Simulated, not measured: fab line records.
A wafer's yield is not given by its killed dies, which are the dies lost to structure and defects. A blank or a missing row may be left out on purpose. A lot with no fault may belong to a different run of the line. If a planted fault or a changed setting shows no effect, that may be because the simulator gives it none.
A struck lot beside a sound one    flow gf180mcu    26 out of 602 route steps
Sound: the wafers L945.1, L945.4, L945.5. Wafers struck: L962.2, L962.3, L962.5. The cause is named last.
Per side, at each step with rows, come the tool, then ch with its chambers, and then its first start. Under that, the readings that differ: sound wafers    struck wafers    difference of the means    sigmas: that difference in standard deviations of wafers without a fault.
alike: words and numbers the same on both sides, and readings whose means are apart by under 2 such deviations; not compared: readings that were withheld, readings missing a value for some wafer, numbers with overlapping values and no deviation given by the record, and bounds like >300 which may hide the same value.
Wherever a step has rows on one side only, a row that says differs or no value, or a row with sigmas, the two part there. Numbers that don't overlap but have no deviation are shown without sigmas and don't part them. A reading missing from all wafers of one side parts the sides only when that side holds two or more wafers.

first, 1 step without rows for these wafers: GF_MVPSD_IMPLANT_09.
GF_MVPSD_STRIP_10: strips in O2/N2.
  sound on plasma asher-03 ch 0,1, day 5 03:06; struck on plasma asher-01 ch 0,1, day 9 06:57
reading             sound        struck       difference  sigmas
heater power w (W)  308 294 289  293 386 397  +62         +2
  alike: chamber pressure mTorr, drypump motor current A, oes product au, strip time to endpoint s
  not compared: rf hours counter h
GF_MVPSD_TW_MEAS_11:
  sound: film metro-01 at day 5 03:12; struck: film metro-04 at day 9 07:04
  alike: MVPSD_TW
then, 7 steps without rows for these wafers: GF_VT_IMPLANT_DEHYDRATE_00 (time 60 s); GF_VT_IMPLANT_HMDS_01 (prime time 60 s); GF_VT_IMPLANT_COAT_02 (resist thk 1000 nm); GF_VT_IMPLANT_SOFTBAKE_03 (time 60 s); GF_VT_IMPLANT_EXPOSE_04 (exposes mask LVPWELL LV AREA, target cd 600 nm); GF_VT_IMPLANT_PEB_05; GF_VT_IMPLANT_DEVELOP_06 (develop time 60 s).
GF_VT_IMPLANT_OVL_MEAS_07:
  sound: overlay-02 at day 5 17:32; struck: overlay-01 at day 9 23:42
  alike: VT_IMPLANT_OVL
next, for these wafers, 1 step has no rows: GF_VT_IMPLANT_IMPLANT_08.
GF_VT_IMPLANT_STRIP_09: strips in O2/N2.
  sound on plasma asher-01 ch 1, day 5 17:43; struck on plasma asher-01 ch 0,1, day 9 23:53
  no value came back on the struck wafers for any of 5 readings (chamber pressure mTorr (mTorr), drypump motor current A (A) and others); on the sound wafers chamber pressure mTorr (mTorr) reads 1498.9 1499.1 1501.3
reading                                          sound  struck           difference  sigmas
model.NOVOLAK_of_VT_IMPLANT_COAT_02.thk nm (nm)  0 0 0  999.1 1002 1002  +1001.0     
  not compared: rf hours counter h
GF_VT_IMPLANT_TW_MEAS_10:
  sound: film metro-02 at day 5 17:49; struck: film metro-01 at day 9 23:59
  alike: VT_IMPLANT_TW
then, 7 steps without rows for these wafers: GF_VT_IMPLANT_DEHYDRATE_11 (time 60 s); GF_VT_IMPLANT_HMDS_12 (prime time 60 s); GF_VT_IMPLANT_COAT_13 (resist thk 1000 nm); GF_VT_IMPLANT_SOFTBAKE_14 (time 60 s); GF_VT_IMPLANT_EXPOSE_15 (exposes mask Nwell LV AREA, target cd 860 nm); GF_VT_IMPLANT_PEB_16; GF_VT_IMPLANT_DEVELOP_17 (develop time 60 s).
GF_VT_IMPLANT_OVL_MEAS_18:
  sound: overlay-02 at day 6 07:54; struck: overlay-02 at day 10 16:32
  alike: VT_IMPLANT_01_OVL
next, for these wafers, 1 step has no rows: GF_VT_IMPLANT_IMPLANT_19.
GF_VT_IMPLANT_STRIP_20: strips in O2/N2.
  sound on plasma asher-03 ch 0,1, day 6 08:05; struck on plasma asher-01 ch 0,1, day 10 16:43
reading                       sound              struck             difference  sigmas
strip time to endpoint s (s)  12.66 12.58 12.61  27.55 27.65 27.64  +15.00      +99 or more
  alike: chamber pressure mTorr, drypump motor current A, heater power w, oes product au
  not compared: rf hours counter h
GF_VT_IMPLANT_TW_MEAS_21:
  sound: film metro-01 at day 6 08:11; struck: film metro-01 at day 10 16:50
reading          sound           struck    difference  sigmas
VT_IMPLANT_2_TW  1218 1215 1214  30 30 30  -1186       -99
then, 1 step without rows for these wafers: GF_VT_IMPLANT_DEHYDRATE_22 (time 60 s).

## WHERE THEY PART
Earliest at GF_MVPSD_STRIP_10; latest, in this record, at GF_VT_IMPLANT_TW_MEAS_21.

WHY: whatever the simulator had introduced
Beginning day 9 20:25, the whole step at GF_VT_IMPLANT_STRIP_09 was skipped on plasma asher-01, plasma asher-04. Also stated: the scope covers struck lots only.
